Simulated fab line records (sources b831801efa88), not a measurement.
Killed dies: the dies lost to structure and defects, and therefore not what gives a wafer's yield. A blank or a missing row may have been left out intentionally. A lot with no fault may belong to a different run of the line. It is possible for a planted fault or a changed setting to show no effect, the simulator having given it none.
Chamber matching / flow sky130 / 3 sister chambers for SKY_PASSIVATION_CVD_02 on pecvd-01
The step deposits Si3N4, target thk 540 nm. 22 wafers are shown with their chamber, then 11 later ones without.

== WAFERS WITH THEIR CHAMBER ==
wafer=L076.1; chamber=1; heater power w (W)=619
wafer=L076.4; chamber=0; heater power w (W)=519
wafer=L076.5; chamber=2; heater power w (W)=667
wafer=L077.1; chamber=1; heater power w (W)=627
wafer=L077.2; chamber=2; heater power w (W)=699
wafer=L077.3; chamber=0; heater power w (W)=658
wafer=L077.4; chamber=1; heater power w (W)=632
wafer=L077.5; chamber=2; heater power w (W)=556
wafer=L077.6; chamber=0; heater power w (W)=662
wafer=L079.1; chamber=2; heater power w (W)=658
wafer=L079.2; chamber=1; heater power w (W)=672
wafer=L079.6; chamber=2; heater power w (W)=650
wafer=L083.1; chamber=2; heater power w (W)=644
wafer=L083.2; chamber=0; heater power w (W)=661
wafer=L083.3; chamber=1; heater power w (W)=638
wafer=L083.4; chamber=0; heater power w (W)=543
wafer=L083.5; chamber=1; heater power w (W)=644
wafer=L083.6; chamber=2; heater power w (W)=672
wafer=L085.1; chamber=1; heater power w (W)=634
wafer=L085.3; chamber=0; heater power w (W)=650
wafer=L085.4; chamber=0; heater power w (W)=660
wafer=L088.1; chamber=1; heater power w (W)=512

SIGNATURES, as means of the wafers listed above
reading=heater power w; chamber 0=621.86; chamber 1=622.25; chamber 2=649.43; scatter within a chamber=51.9
Rule: a wafer's distance from a chamber is the root of the sum, over the readings, of the square of ((its reading less the chamber's mean) divided by the reading's scatter). The wafer belongs to the nearest chamber; if the next one is less than 2 further off, it can't be placed. The scatter is the square root of a quotient: the sum, over the shown wafers, of each reading's squared deviation from its chamber's mean, divided by wafers minus chambers.

== WAFERS WITH NO CHAMBER GIVEN ==
wafer=L088.3; heater power w (W)=599
wafer=L088.6; heater power w (W)=610
wafer=L089.1; heater power w (W)=642
wafer=L089.3; heater power w (W)=681
wafer=L089.6; heater power w (W)=681
wafer=L092.1; heater power w (W)=538
wafer=L092.4; heater power w (W)=578
wafer=L092.5; heater power w (W)=620
wafer=L096.2; heater power w (W)=670
wafer=L096.3; heater power w (W)=589
wafer=L096.5; heater power w (W)=636

== CHAMBER TAKEN BY EACH ==
wafer=L088.3; from the rows above=can't be placed: 0 or 1 or 2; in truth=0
wafer=L088.6; from the rows above=can't be placed: 0 or 1 or 2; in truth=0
wafer=L089.1; from the rows above=can't be placed: 2 or 1 or 0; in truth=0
wafer=L089.3; from the rows above=can't be placed: 2 or 1 or 0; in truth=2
wafer=L089.6; from the rows above=can't be placed: 2 or 1 or 0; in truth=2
wafer=L092.1; from the rows above=can't be placed: 0 or 1 or 2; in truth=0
wafer=L092.4; from the rows above=can't be placed: 0 or 1 or 2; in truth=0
wafer=L092.5; from the rows above=can't be placed: 0 or 1 or 2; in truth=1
wafer=L096.2; from the rows above=can't be placed: 2 or 1 or 0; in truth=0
wafer=L096.3; from the rows above=can't be placed: 0 or 1 or 2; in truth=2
wafer=L096.5; from the rows above=can't be placed: 2 or 1 or 0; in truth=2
Placed correctly: 0 of 11. Unplaceable from these rows: 11, with the true chamber sitting among the candidates in 11. Wrongly placed: 0.
